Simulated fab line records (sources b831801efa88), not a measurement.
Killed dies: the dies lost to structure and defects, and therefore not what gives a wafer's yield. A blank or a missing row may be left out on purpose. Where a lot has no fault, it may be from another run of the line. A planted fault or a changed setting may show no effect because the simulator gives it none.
fab line records ; flow sky130
record lots=12; wafers=36; last_day=50
route steps=708 shown VT_ADJUST_NCORE@130 VT_ADJUST_PCH@150 SONOS_ONO@183 PAD_OPEN@708
lots that met no fault: taken from a fault-free run of the same line
start_h: hours from the record's opening day to when the first of the lot's shown wafers began ; wait_h: time in hours since the lot's previous step ; " identical to the entry in the row above ; L1.1+2: one row covering several wafers at once ; - value missing, or start not given ; * or withheld: withheld ; < > ~ a bound
route shown NAME@n: a module of which the file shows steps, and the number in the route of the first ; usual: the fault-free wafers' mean and standard deviation ; same: alike in all rows ; chamber/n: place in a boat ; sites: per-site readings ; _std_site: their standard deviation ; _edge_site: outer sites' mean less inner sites' ; radius_mm: how far each site lies from the wafer's centre ; mask NAME#n: copy n ; behind: the most recent tool/chamber to have shaped the wafer ; hold: reason for holding the lot/hours on hold/outcome of the hold ; device: the n, p or np transistor that did not switch ; end of line: tests of these same wafers at the route's end ; a step without rows: its recipe alone ; killed: dies that structure and defects cost at the first sort, which is not the same as the wafer's yield ; map: shows each die of a wafer: x if killed, . if not, _ if none is there
set.NAME: the run value of the setting; set.NAME@STEP: its run value at that earlier step ; model.NAME: the simulator's own value behind a step, which no gauge read
a sample of lots followed through the steps of the route, with each step as a table and each wafer as a row
services: from which hour (start_h, from the record's first day; less than 0 if before it) a tool's chamber was out of use, for how many hours, and why
## steps
# step SKY_VT_ADJUST_NCORE_TW_MEAS_11
# usual VT_ADJUST_NCORE_TW=220.0/1.3
lot.wafer;tool;chamber;start_h;wait_h;VT_ADJUST_NCORE_TW
L427.2;film_metro-03;-;188.18;0.1;220.5
L427.3;film_metro-03;-;188.18;0.1;219.5
L427.4;film_metro-03;-;188.18;0.1;219.2
L428.2;film_metro-03;-;190.97;0.1;220.6
L428.4;film_metro-03;-;190.97;0.1;220.8
L428.5;film_metro-03;-;190.97;0.1;219.8
L429.1;film_metro-01;-;200.14;0.1;218.8
L429.2;film_metro-01;-;200.14;0.1;218.4
L429.4;film_metro-01;-;200.14;0.1;220.1
L430.2;film_metro-04;-;212.77;0.1;219.8
L430.3;film_metro-04;-;212.77;0.1;219.9
L430.4;film_metro-04;-;212.77;0.1;222.2
L432.1;film_metro-03;-;224.71;0.1;220.1
L432.4;film_metro-03;-;224.71;0.1;218.8
L432.5;film_metro-03;-;224.71;0.1;219.8
L437.1;film_metro-01;-;255.24;0.1;218.3
L437.3;film_metro-01;-;255.24;0.1;219.0
L437.6;film_metro-01;-;255.24;0.1;218.7
L438.3;film_metro-04;-;266.59;0.1;221.6
L438.5;film_metro-04;-;266.59;0.1;220.1
L438.6;film_metro-04;-;266.59;0.1;221.8
L440.3;film_metro-01;-;275.93;0.1;217.8
L440.5;film_metro-01;-;275.93;0.1;218.6
L440.6;film_metro-01;-;275.93;0.1;216.8
L441.2;film_metro-03;-;284.73;0.1;219.0
L441.3;film_metro-03;-;284.73;0.1;220.4
L441.6;film_metro-03;-;284.73;0.1;220.0
L446.2;film_metro-04;-;321.68;0.1;221.3
L446.4;film_metro-04;-;321.68;0.1;221.8
L446.5;film_metro-04;-;321.68;0.1;221.2
L447.2;film_metro-04;-;332.40;0.1;221.7
L447.5;film_metro-04;-;332.40;0.1;222.1
L447.6;film_metro-04;-;332.40;0.1;222.2
L448.2;film_metro-04;-;335.40;0.1;222.2
L448.4;film_metro-04;-;335.40;0.1;222.5
L448.5;film_metro-04;-;335.40;0.1;221.8
# step SKY_VT_ADJUST_PCH_OVL_MEAS_07
# usual VT_ADJUST_PCH_OVL=-0.6/1.7
lot.wafer;tool;chamber;start_h;wait_h;VT_ADJUST_PCH_OVL[nm]
L427.2;overlay-02;-;232.96;-;-3.1
L427.3;overlay-02;-;232.96;-;-3.3
L427.4;overlay-02;-;232.96;-;-2.3
L428.2;overlay-02;-;237.14;-;-4.0
L428.4;overlay-02;-;237.14;-;-3.5
L428.5;overlay-02;-;237.14;-;-3.9
L429.1;overlay-01;-;246.71;-;1.6
L429.2;overlay-01;-;246.71;-;2.2
L429.4;overlay-01;-;246.71;-;2.5
L430.2;overlay-02;-;259.99;-;-2.6
L430.3;overlay-02;-;259.99;-;-1.6
L430.4;overlay-02;-;259.99;-;-2.3
L432.1;overlay-02;-;273.46;-;-0.4
L432.4;overlay-02;-;273.46;-;-0.9
L432.5;overlay-02;-;273.46;-;-1.9
L437.1;overlay-01;-;305.88;-;-1.1
L437.3;overlay-01;-;305.88;-;-1.2
L437.6;overlay-01;-;305.88;-;-1.1
L438.3;overlay-02;-;316.64;-;1.4
L438.5;overlay-02;-;316.64;-;0.5
L438.6;overlay-02;-;316.64;-;2.0
L440.3;overlay-01;-;327.09;-;2.8
L440.5;overlay-01;-;327.09;-;1.8
L440.6;overlay-01;-;327.09;-;1.1
L441.2;overlay-02;-;335.91;-;0.2
L441.3;overlay-02;-;335.91;-;0.0
L441.6;overlay-02;-;335.91;-;-0.7
L446.2;overlay-01;-;375.34;-;0.1
L446.4;overlay-01;-;375.34;-;-1.6
L446.5;overlay-01;-;375.34;-;-0.2
L447.2;overlay-01;-;388.04;-;-0.6
L447.5;overlay-01;-;388.04;-;0.9
L447.6;overlay-01;-;388.04;-;-0.4
L448.2;overlay-01;-;391.29;-;-1.6
L448.4;overlay-01;-;391.29;-;-2.2
L448.5;overlay-01;-;391.29;-;-1.5
# step SKY_VT_ADJUST_PCH_IMPLANT_08
# recipe species=B; energy_kev=10; dose_cm2=5e+11; tilt_deg=withheld
# usual beam_on_s=10.01/0.19
# same implant_ion_amu=11
lot.wafer;tool;chamber;start_h;wait_h;beam_on_s
L427.2;implanter-04;0;233.02;0.0;9.77
L427.3;implanter-04;0;233.02;0.0;9.80
L427.4;implanter-04;0;233.02;0.0;9.94
L428.2;implanter-04;0;237.19;0.0;10.06
L428.4;implanter-04;0;237.19;0.0;10.11
L428.5;implanter-04;0;237.19;0.0;10.36
L429.1;implanter-02;0;246.74;0.0;10.19
L429.2;implanter-02;0;246.74;0.0;10.15
L429.4;implanter-02;0;246.74;0.0;10.03
L430.2;implanter-02;0;260.04;0.0;10.26
L430.3;implanter-02;0;260.04;0.0;9.82
L430.4;implanter-02;0;260.04;0.0;10.47
L432.1;implanter-02;0;273.49;0.0;9.87
L432.4;implanter-02;0;273.49;0.0;10.27
L432.5;implanter-02;0;273.49;0.0;10.11
L437.1;implanter-01;0;305.92;0.0;9.88
L437.3;implanter-01;0;305.92;0.0;10.25
L437.6;implanter-01;0;305.92;0.0;9.93
L437.1;implanter-01;0;306.23;0.3;9.93
L437.3;implanter-01;0;306.23;0.3;9.83
L437.6;implanter-01;0;306.23;0.3;10.05
L438.3;implanter-02;0;316.72;0.1;10.15
L438.5;implanter-02;0;316.72;0.1;10.14
L438.6;implanter-02;0;316.72;0.1;9.77
L440.3;implanter-04;0;327.17;0.1;10.17
L440.5;implanter-04;0;327.17;0.1;10.03
L440.6;implanter-04;0;327.17;0.1;10.11
L441.2;implanter-02;0;335.97;0.0;9.85
L441.3;implanter-02;0;335.97;0.0;10.20
L441.6;implanter-02;0;335.97;0.0;9.60
L446.2;implanter-02;0;375.39;0.0;9.95
L446.4;implanter-02;0;375.39;0.0;9.89
L446.5;implanter-02;0;375.39;0.0;9.99
L446.2;implanter-02;0;375.71;0.3;10.17
L446.4;implanter-02;0;375.71;0.3;9.79
L446.5;implanter-02;0;375.71;0.3;9.83
L447.2;implanter-01;0;388.09;0.0;9.86
L447.5;implanter-01;0;388.09;0.0;9.56
L447.6;implanter-01;0;388.09;0.0;9.91
L447.2;implanter-01;0;388.41;0.3;10.07
L447.5;implanter-01;0;388.41;0.3;9.99
L447.6;implanter-01;0;388.41;0.3;9.89
L448.2;implanter-01;0;391.34;0.0;10.05
L448.4;implanter-01;0;391.34;0.0;9.74
L448.5;implanter-01;0;391.34;0.0;9.90
# step SKY_VT_ADJUST_PCH_TW_MEAS_10
# usual VT_ADJUST_PCH_TW=142.7/0.86
lot.wafer;tool;chamber;start_h;wait_h;VT_ADJUST_PCH_TW
L427.2;film_metro-03;-;233.25;0.1;142.9
L427.3;film_metro-03;-;233.25;0.1;142.4
L427.4;film_metro-03;-;233.25;0.1;142.7
L428.2;film_metro-03;-;237.43;0.1;143.2
L428.4;film_metro-03;-;237.43;0.1;143.7
L428.5;film_metro-03;-;237.43;0.1;143.4
L429.1;film_metro-03;-;246.99;0.1;143.4
L429.2;film_metro-03;-;246.99;0.1;143.7
L429.4;film_metro-03;-;246.99;0.1;143.2
L430.2;film_metro-02;-;260.28;0.1;142.2
L430.3;film_metro-02;-;260.28;0.1;142.1
L430.4;film_metro-02;-;260.28;0.1;141.0
L432.1;film_metro-01;-;273.74;0.1;142.3
L432.4;film_metro-01;-;273.74;0.1;142.1
L432.5;film_metro-01;-;273.74;0.1;141.2
L437.1;film_metro-03;-;306.48;0.1;172.9
L437.3;film_metro-03;-;306.48;0.1;173.5
L437.6;film_metro-03;-;306.48;0.1;173.1
L438.3;film_metro-02;-;316.94;0.1;142.7
L438.5;film_metro-02;-;316.94;0.1;141.9
L438.6;film_metro-02;-;316.94;0.1;142.4
L440.3;film_metro-01;-;327.39;0.1;144.9
L440.5;film_metro-01;-;327.39;0.1;143.4
L440.6;film_metro-01;-;327.39;0.1;143.3
L441.2;film_metro-01;-;336.20;0.1;142.9
L441.3;film_metro-01;-;336.20;0.1;143.2
L441.6;film_metro-01;-;336.20;0.1;142.5
L446.2;film_metro-01;-;375.94;0.1;172.2
L446.4;film_metro-01;-;375.94;0.1;172.1
L446.5;film_metro-01;-;375.94;0.1;172.4
L447.2;film_metro-01;-;388.80;0.1;171.7
L447.5;film_metro-01;-;388.80;0.1;171.7
L447.6;film_metro-01;-;388.80;0.1;172.0
L448.2;film_metro-01;-;391.58;0.1;143.5
L448.4;film_metro-01;-;391.58;0.1;143.0
L448.5;film_metro-01;-;391.58;0.1;143.3
# step SKY_SONOS_ONO_ETCH_15
# recipe target_depth_nm=19.52; chemistry=CHF3/O2; source_w=600; bias_w=200; pressure_mtorr=40; chf3_flow_sccm=50; O2_flow_sccm=5; time_s=7.8
# usual O2_flow_sccm=4.999/0.016; drypump_motor_current_A=5.7/0.54; oes_product_au=0.995/0.011; rf_fwd_power_W=588.0/2.8; throttle_valve_pct=8.824/0.0087
lot.wafer;tool;chamber;start_h;wait_h;O2_flow_sccm;drypump_motor_current_A;oes_product_au;rf_fwd_power_W;rf_hours_counter_h;throttle_valve_pct
L427.2;rie_diel-04;1;287.37;0.0;4.987;5.6;0.985;585.0;128;8.819
L427.3;rie_diel-04;0;287.37;0.0;4.967;5.1;0.996;584.7;8;8.816
L427.4;rie_diel-04;0;287.37;0.0;4.985;5.1;0.986;586.8;-;8.822
L428.2;rie_diel-04;3;292.34;0.0;5.003;4.9;0.988;586.7;0;8.826
L428.4;rie_diel-04;1;292.34;0.0;4.986;5.5;0.992;585.9;-;8.822
L428.5;rie_diel-04;0;292.34;0.0;4.973;5.1;0.989;589.6;-;8.829
L429.1;rie_diel-03;0;302.87;0.0;4.994;5.7;0.977;587.9;7;8.831
L429.2;rie_diel-03;1;302.87;0.0;5.024;6.3;1.003;590.3;6;8.822
L429.4;rie_diel-03;2;302.87;0.0;5.006;5.9;0.989;588.9;9;8.815
L430.2;rie_diel-04;0;318.27;0.0;4.969;5.1;0.997;589.8;9;8.822
L430.3;rie_diel-04;3;318.27;0.0;5.005;4.9;0.993;586.4;1;8.813
L430.4;rie_diel-04;2;318.27;0.0;4.985;6.3;0.995;585.3;-;8.826
L432.1;rie_diel-03;3;330.96;0.0;4.989;5.9;0.983;591.7;3;8.834
L432.4;rie_diel-03;2;330.96;0.0;4.983;5.9;0.977;591.4;10;8.816
L432.5;rie_diel-03;1;330.96;0.0;5.002;6.2;1.012;589.6;-;8.821
L437.1;rie_diel-03;0;364.29;0.0;4.998;5.7;0.968;588.3;8;8.828
L437.3;rie_diel-03;2;364.29;0.0;5.018;5.9;0.994;585.5;10;8.821
L437.6;rie_diel-03;0;364.29;0.0;4.989;5.7;0.980;586.3;-;8.820
L438.3;rie_diel-04;3;383.24;0.0;4.998;4.9;0.982;586.1;2;8.817
L438.5;rie_diel-04;3;383.24;0.0;5.004;4.9;0.996;584.3;-;8.833
L438.6;rie_diel-04;2;383.24;0.0;4.985;6.3;0.999;584.3;-;8.847
L440.3;rie_diel-04;2;389.66;0.0;5.013;6.3;1.002;589.6;2;8.817
L440.5;rie_diel-04;0;389.66;0.0;4.998;5.0;1.000;586.9;-;8.829
L440.6;rie_diel-04;3;389.66;0.0;5.006;4.9;1.001;586.9;-;8.821
L441.2;rie_diel-04;2;396.39;0.0;5.004;6.3;1.001;584.6;2;8.832
L441.3;rie_diel-04;1;396.39;0.0;4.981;5.5;1.005;583.2;1;8.830
L441.6;rie_diel-04;3;396.39;0.0;5.012;4.9;1.004;586.3;-;8.807
L446.2;rie_diel-02;2;440.07;0.0;5.015;6.5;0.991;591.6;12;8.805
L446.4;rie_diel-02;3;440.07;0.0;4.994;5.9;1.016;583.0;0;8.812
L446.5;rie_diel-02;0;440.07;0.0;5.004;5.3;1.019;590.7;-;8.829
L447.2;rie_diel-02;3;452.79;0.0;4.996;5.9;1.008;586.6;1;8.833
L447.5;rie_diel-02;3;452.79;0.0;4.993;5.9;1.015;583.1;-;8.817
L447.6;rie_diel-02;2;452.79;0.0;4.973;6.4;0.983;595.4;-;8.818
L448.2;rie_diel-02;1;459.57;0.0;4.974;6.3;1.002;588.9;38;8.829
L448.4;rie_diel-02;0;459.57;0.0;4.995;5.3;1.015;583.6;-;8.824
L448.5;rie_diel-02;1;459.57;0.0;5.003;6.3;1.009;588.5;-;8.828
# step SKY_PAD_OPEN_PROBE_99
# usual killed_at_M0_to_M3=45/7.2; killed_at_M4_up=3.0/1.8; killed_at_contacts=25/6.1; killed_at_front_end=14/4.4; killed_at_other=0.2/0.44; killed_dies=88/10; killed_on_rim=17/3.5; killed_open=48/7.4; killed_short=40/6.3
# same gross_dies=492; killed_at_back_side=0
lot.wafer;tool;chamber;start_h;wait_h;killed_at_M0_to_M3;killed_at_M4_up;killed_at_contacts;killed_at_front_end;killed_at_other;killed_dies;killed_on_rim;killed_open;killed_short
L427.2;prober-02;-;1083.19;0.1;36;3;35;23;0;97;20;47;50
L427.3;prober-02;-;1083.24;0.2;33;3;28;16;0;80;16;43;37
L427.4;prober-02;-;1083.29;0.2;58;3;19;19;1;100;23;56;44
L428.2;prober-01;-;1088.37;0.1;33;7;25;12;1;78;18;46;32
L428.4;prober-01;-;1088.47;0.2;54;5;29;16;0;104;23;61;43
L428.5;prober-01;-;1088.52;0.2;53;4;20;19;0;96;12;54;42
L429.1;prober-02;-;1102.78;0.1;38;2;34;14;1;89;15;57;32
L429.2;prober-02;-;1102.83;0.1;46;4;28;21;0;99;22;49;50
L429.4;prober-02;-;1102.93;0.2;45;2;22;11;0;80;13;49;31
L430.2;prober-01;-;1105.15;0.1;47;6;30;6;0;89;20;48;41
L430.3;prober-01;-;1105.20;0.2;49;4;26;13;0;92;23;54;38
L430.4;prober-01;-;1105.25;0.2;50;4;18;13;0;85;19;49;36
L432.1;prober-01;-;1120.02;0.1;49;2;24;11;0;86;10;55;31
L432.4;prober-01;-;1120.17;0.2;33;0;24;18;0;75;17;39;36
L432.5;prober-01;-;1120.22;0.2;31;1;25;16;0;73;21;42;31
L437.1;prober-02;-;1140.58;0.1;47;4;30;27;1;109;20;59;50
L437.3;prober-02;-;1140.68;0.2;42;4;25;10;0;81;12;38;43
L437.6;prober-02;-;1140.83;0.2;59;3;29;19;0;110;19;63;47
L438.3;prober-01;-;1149.59;0.2;59;2;21;11;0;93;16;57;36
L438.5;prober-01;-;1149.69;0.2;46;1;17;14;0;78;18;47;31
L438.6;prober-01;-;1149.74;0.2;40;6;34;19;0;99;15;55;44
L440.3;prober-01;-;1160.33;0.2;40;2;18;21;0;81;18;40;41
L440.5;prober-01;-;1160.43;0.2;46;3;32;13;0;94;12;50;44
L440.6;prober-01;-;1160.48;0.2;43;3;24;8;1;79;19;44;35
L441.2;prober-02;-;1160.95;0.1;47;2;28;14;1;92;12;54;38
L441.3;prober-02;-;1161.00;0.2;42;0;14;15;1;72;13;37;35
L441.6;prober-02;-;1161.15;0.2;52;3;30;7;0;92;18;56;36
L446.2;prober-02;-;1186.23;0.1;45;2;19;19;0;85;14;46;39
L446.4;prober-02;-;1186.33;0.2;39;3;15;7;0;64;17;41;23
L446.5;prober-02;-;1186.38;0.2;42;2;18;9;0;71;13;37;34
L448.2;prober-01;-;1193.23;0.1;41;2;25;13;0;81;14;46;35
L448.4;prober-01;-;1193.33;0.2;32;2;26;14;1;75;14;36;39
L448.5;prober-01;-;1193.38;0.2;57;3;31;13;0;104;14;56;48
L447.2;prober-02;-;1195.64;0.1;44;4;25;14;0;87;18;51;36
L447.5;prober-02;-;1195.79;0.2;44;6;28;10;1;89;12;56;33
L447.6;prober-02;-;1195.84;0.2;37;1;19;18;0;75;12;39;36
# killed by level:class
L427.2 LI_CONTACT:geometric_particle:open=9 CONTACT:geometric_particle:open=9 VIA1:geometric_particle:open=8 FIELD_ISO:geometric_particle:short=7 LOCAL_INTERCONNECT:geometric_particle:short=7 VIA3:geometric_particle:open=6 CONTACT:geometric_particle:short=6 METAL2:geometric_particle:short=6
L427.3 VIA1:geometric_particle:open=10 METAL1:geometric_particle:short=9 CONTACT:geometric_particle:short=8 CONTACT:geometric_particle:open=7 POLY_GATE:geometric_particle:open=6 LI_CONTACT:geometric_particle:open=5 LOCAL_INTERCONNECT:geometric_particle:short=4 FIELD_ISO:geometric_particle:open=3
L427.4 VIA1:geometric_particle:open=14 CONTACT:geometric_particle:open=12 VIA3:geometric_particle:open=8 VIA1:geometric_particle:short=7 VIA3:geometric_particle:short=6 FIELD_ISO:geometric_particle:short=4 FIELD_ISO:geometric_particle:open=4 METAL2:geometric_particle:open=4
L428.2 VIA1:geometric_particle:open=10 CONTACT:geometric_particle:open=8 LOCAL_INTERCONNECT:geometric_particle:short=7 LI_CONTACT:geometric_particle:open=6 METAL2:geometric_particle:short=5 VIA2:geometric_particle:open=4 METAL1:geometric_particle:short=4 METAL4:geometric_particle:short=4
L428.4 VIA1:geometric_particle:open=13 VIA3:geometric_particle:open=9 FIELD_ISO:geometric_particle:short=8 CONTACT:geometric_particle:open=8 LI_CONTACT:geometric_particle:open=8 METAL1:geometric_particle:short=8 VIA2:geometric_particle:open=6 CONTACT:geometric_particle:short=5
L428.5 VIA1:geometric_particle:open=13 VIA3:geometric_particle:open=12 CONTACT:geometric_particle:open=8 FIELD_ISO:geometric_particle:open=7 METAL1:geometric_particle:short=6 VIA1:geometric_particle:short=5 LOCAL_INTERCONNECT:geometric_particle:short=5 METAL2:geometric_particle:short=5
L429.1 CONTACT:geometric_particle:open=17 LI_CONTACT:geometric_particle:open=12 VIA1:geometric_particle:open=6 FIELD_ISO:geometric_particle:open=5 METAL2:geometric_particle:short=5 METAL1:geometric_particle:short=5 VIA3:geometric_particle:short=5 METAL3:geometric_particle:short=5
L429.2 VIA1:geometric_particle:open=9 FIELD_ISO:geometric_particle:open=7 LOCAL_INTERCONNECT:geometric_particle:short=7 CONTACT:geometric_particle:short=7 FIELD_ISO:geometric_particle:short=6 METAL1:geometric_particle:short=6 VIA2:geometric_particle:open=6 VIA3:geometric_particle:open=6
L429.4 VIA1:geometric_particle:open=11 LI_CONTACT:geometric_particle:open=10 VIA1:geometric_particle:short=7 CONTACT:geometric_particle:open=6 METAL1:geometric_particle:short=6 VIA2:geometric_particle:open=5 POLY_GATE:geometric_particle:open=4 METAL2:geometric_particle:short=4
L430.2 LI_CONTACT:geometric_particle:open=14 VIA1:geometric_particle:open=11 CONTACT:geometric_particle:short=6 VIA2:geometric_particle:open=6 VIA3:geometric_particle:short=6 METAL3:geometric_particle:short=5 VIA3:geometric_particle:open=5 LOCAL_INTERCONNECT:geometric_particle:short=4
L430.3 VIA2:geometric_particle:open=10 VIA1:geometric_particle:open=8 CONTACT:geometric_particle:open=8 VIA1:geometric_particle:short=7 LOCAL_INTERCONNECT:geometric_particle:short=6 METAL3:geometric_particle:short=5 LI_CONTACT:geometric_particle:short=4 LI_CONTACT:geometric_particle:open=4
L430.4 VIA2:geometric_particle:open=14 METAL1:geometric_particle:short=11 VIA1:geometric_particle:open=10 LI_CONTACT:geometric_particle:open=6 VIA1:geometric_particle:short=6 CONTACT:geometric_particle:open=5 METAL4:geometric_particle:short=4 FIELD_ISO:geometric_particle:open=3
L432.1 VIA1:geometric_particle:open=12 VIA3:geometric_particle:open=10 METAL1:geometric_particle:short=9 CONTACT:geometric_particle:open=9 VIA2:geometric_particle:open=9 LI_CONTACT:geometric_particle:open=6 CONTACT:geometric_particle:short=5 FIELD_ISO:geometric_particle:open=4
L432.4 FIELD_ISO:geometric_particle:open=10 METAL2:geometric_particle:short=8 LI_CONTACT:geometric_particle:short=5 CONTACT:geometric_particle:open=5 VIA1:geometric_particle:open=5 LI_CONTACT:geometric_particle:open=4 LOCAL_INTERCONNECT:geometric_particle:short=4 CONTACT:geometric_particle:short=4
L432.5 CONTACT:geometric_particle:open=11 VIA1:geometric_particle:open=7 FIELD_ISO:geometric_particle:short=6 VIA2:geometric_particle:open=6 VIA3:geometric_particle:open=6 CONTACT:geometric_particle:short=5 LOCAL_INTERCONNECT:geometric_particle:short=4 FIELD_ISO:geometric_particle:open=3
L437.1 CONTACT:geometric_particle:open=15 VIA1:geometric_particle:open=13 POLY_GATE:geometric_particle:short=8 VIA1:geometric_particle:short=8 POLY_GATE:geometric_particle:open=6 LI_CONTACT:geometric_particle:open=6 FIELD_ISO:geometric_particle:short=5 CONTACT:geometric_particle:short=5
L437.3 CONTACT:geometric_particle:open=9 VIA1:geometric_particle:open=9 VIA3:geometric_particle:open=8 CONTACT:geometric_particle:short=7 LI_CONTACT:geometric_particle:short=7 METAL2:geometric_particle:short=7 VIA1:geometric_particle:short=4 VIA2:geometric_particle:open=4
L437.6 VIA3:geometric_particle:open=15 VIA1:geometric_particle:open=11 CONTACT:geometric_particle:short=9 LI_CONTACT:geometric_particle:open=8 CONTACT:geometric_particle:open=8 VIA2:geometric_particle:open=7 FIELD_ISO:geometric_particle:open=6 POLY_GATE:geometric_particle:short=5
L438.3 VIA1:geometric_particle:open=13 VIA2:geometric_particle:open=11 CONTACT:geometric_particle:open=8 LI_CONTACT:geometric_particle:open=7 VIA1:geometric_particle:short=7 METAL2:geometric_particle:short=7 VIA3:geometric_particle:open=6 POLY_GATE:geometric_particle:open=4
L438.5 VIA3:geometric_particle:open=11 VIA1:geometric_particle:open=9 LI_CONTACT:geometric_particle:open=8 METAL1:geometric_particle:short=7 CONTACT:geometric_particle:open=6 VIA3:geometric_particle:short=5 VIA1:geometric_particle:short=4 FIELD_ISO:geometric_particle:open=3
L438.6 LI_CONTACT:geometric_particle:open=12 VIA1:geometric_particle:open=9 POLY_GATE:geometric_particle:open=8 CONTACT:geometric_particle:open=8 LI_CONTACT:geometric_particle:short=7 VIA1:geometric_particle:short=6 VIA2:geometric_particle:open=6 VIA2:geometric_particle:short=5
L440.3 METAL1:geometric_particle:short=11 VIA1:geometric_particle:open=10 FIELD_ISO:geometric_particle:open=9 CONTACT:geometric_particle:open=7 VIA3:geometric_particle:open=7 FIELD_ISO:geometric_particle:short=5 CONTACT:geometric_particle:short=5 LI_CONTACT:geometric_particle:short=4
L440.5 CONTACT:geometric_particle:open=13 VIA1:geometric_particle:open=10 VIA3:geometric_particle:open=8 LI_CONTACT:geometric_particle:open=6 CONTACT:geometric_particle:short=6 VIA2:geometric_particle:open=6 LOCAL_INTERCONNECT:geometric_particle:short=5 METAL2:geometric_particle:short=5
L440.6 VIA2:geometric_particle:open=10 VIA1:geometric_particle:open=9 CONTACT:geometric_particle:open=8 LI_CONTACT:geometric_particle:open=5 LOCAL_INTERCONNECT:geometric_particle:short=5 VIA1:geometric_particle:short=5 VIA3:geometric_particle:open=5 FIELD_ISO:geometric_particle:open=4
L441.2 CONTACT:geometric_particle:open=11 VIA1:geometric_particle:open=10 VIA2:geometric_particle:open=10 VIA1:geometric_particle:short=8 CONTACT:geometric_particle:short=7 LI_CONTACT:geometric_particle:open=5 VIA3:geometric_particle:open=5 SPACER:geometric_particle:open=4
L441.3 VIA1:geometric_particle:open=10 VIA3:geometric_particle:open=7 LI_CONTACT:geometric_particle:open=5 VIA1:geometric_particle:short=5 FIELD_ISO:geometric_particle:short=4 FIELD_ISO:geometric_particle:open=4 POLY_GATE:geometric_particle:short=4 LOCAL_INTERCONNECT:geometric_particle:short=4
L441.6 VIA1:geometric_particle:open=16 CONTACT:geometric_particle:open=11 METAL2:geometric_particle:short=7 VIA3:geometric_particle:open=7 CONTACT:geometric_particle:short=6 LI_CONTACT:geometric_particle:open=6 VIA3:geometric_particle:short=5 FIELD_ISO:geometric_particle:open=4
L446.2 VIA1:geometric_particle:open=14 CONTACT:geometric_particle:open=8 VIA2:geometric_particle:open=6 FIELD_ISO:geometric_particle:short=6 POLY_GATE:geometric_particle:short=6 LOCAL_INTERCONNECT:geometric_particle:short=6 VIA1:geometric_particle:short=6 FIELD_ISO:geometric_particle:open=4
L446.4 VIA1:geometric_particle:open=9 VIA2:geometric_particle:open=8 LI_CONTACT:geometric_particle:open=6 VIA3:geometric_particle:open=5 METAL1:geometric_particle:short=4 CONTACT:geometric_particle:open=4 VIA2:geometric_particle:short=4 FIELD_ISO:geometric_particle:short=3
L446.5 VIA1:geometric_particle:open=9 VIA3:geometric_particle:short=6 CONTACT:geometric_particle:open=6 METAL1:geometric_particle:short=6 VIA3:geometric_particle:open=6 CONTACT:geometric_particle:short=5 VIA1:geometric_particle:short=4 LOCAL_INTERCONNECT:geometric_particle:short=3
L448.2 VIA1:geometric_particle:open=11 LI_CONTACT:geometric_particle:open=7 CONTACT:geometric_particle:open=6 CONTACT:geometric_particle:short=6 LOCAL_INTERCONNECT:geometric_particle:short=5 VIA1:geometric_particle:short=5 VIA2:geometric_particle:open=5 FIELD_ISO:geometric_particle:open=4
L448.4 CONTACT:geometric_particle:open=9 FIELD_ISO:geometric_particle:open=6 LOCAL_INTERCONNECT:geometric_particle:short=6 METAL2:geometric_particle:short=6 CONTACT:geometric_particle:short=5 POLY_GATE:geometric_particle:short=4 VIA1:geometric_particle:open=4 VIA1:geometric_particle:short=4
L448.5 CONTACT:geometric_particle:open=13 VIA1:geometric_particle:open=12 VIA3:geometric_particle:open=10 METAL1:geometric_particle:short=9 LOCAL_INTERCONNECT:geometric_particle:short=6 VIA2:geometric_particle:open=6 LI_CONTACT:geometric_particle:open=5 VIA2:geometric_particle:short=5
L447.2 VIA3:geometric_particle:open=12 VIA1:geometric_particle:open=12 CONTACT:geometric_particle:open=9 LOCAL_INTERCONNECT:geometric_particle:short=5 CONTACT:geometric_particle:short=5 FIELD_ISO:geometric_particle:open=4 POLY_GATE:geometric_particle:open=4 VIA1:geometric_particle:short=4
L447.5 CONTACT:geometric_particle:open=15 VIA1:geometric_particle:open=13 VIA3:geometric_particle:open=9 METAL2:geometric_particle:short=7 METAL4:geometric_particle:short=5 LOCAL_INTERCONNECT:geometric_particle:short=5 LI_CONTACT:geometric_particle:open=4 VIA2:geometric_particle:open=4
L447.6 VIA1:geometric_particle:short=7 VIA1:geometric_particle:open=7 FIELD_ISO:geometric_particle:open=6 VIA3:geometric_particle:open=6 CONTACT:geometric_particle:open=6 CONTACT:geometric_particle:short=5 LI_CONTACT:geometric_particle:open=4 METAL2:geometric_particle:short=4
## services
tool;chamber;start_h;hours;kind
rie_diel-04;3;223.30;16.6;repair
rie_diel-04;0;232.62;13.9;repair
rie_diel-04;3;246.54;-;clean
rie_diel-04;3;246.54;21.9;scheduled_down
implanter-01;-;248.18;21.1;pm
rie_diel-02;1;250.48;39.3;repair
rie_diel-03;2;256.84;6.3;repair
implanter-01;-;269.29;3.3;pm
rie_diel-03;0;307.64;4.8;repair
implanter-04;-;317.19;3.6;pm
rie_diel-03;0;333.16;8.4;repair
implanter-01;-;333.88;8.8;repair
rie_diel-02;3;351.54;6.0;repair
rie_diel-02;2;376.33;13.0;repair
rie_diel-03;0;377.96;27.8;repair
implanter-04;-;386.02;53.7;repair
implanter-02;-;395.22;5.3;repair
rie_diel-02;-;419.14;0.1;repair
implanter-02;-;428.78;2.2;repair
implanter-04;-;439.72;4.5;pm
rie_diel-03;2;441.82;3.5;repair
implanter-01;-;443.98;2.3;repair
rie_diel-02;2;455.11;24.4;repair
rie_diel-04;-;456.02;0.1;repair
## key
first_sign step=SKY_VT_ADJUST_PCH_IMPLANT_08; reading=visit; direction=added
effect step=SKY_VT_ADJUST_PCH_TW_MEAS_10; reading=VT_ADJUST_PCH_TW; direction=up; sigmas=34; usual=142.7; struck=172.4
met_at SKY_VT_ADJUST_PCH_IMPLANT_08
struck_lots L437,L446,L447
tester_left_out L437,L446,L447
not_acting_at SKY_VT_ADJUST_NCORE_TW_MEAS_11,SKY_VT_ADJUST_PCH_OVL_MEAS_07,SKY_SONOS_ONO_ETCH_15
fault kind=repeated_step_whole; tool=implanter-01,implanter-02,implanter-04; chamber=-; onset_h=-; steps=SKY_VT_ADJUST_PCH_IMPLANT_08; times=1; scope=struck_lots_only
# tester_left_out: of these lots the tester's yield and bins aren't shown, on N5 and GAA mostly nor the transistor test; their killed dies are dies lost to structure and defects alone, not to doping, threshold or leakage, so they don't give the yield
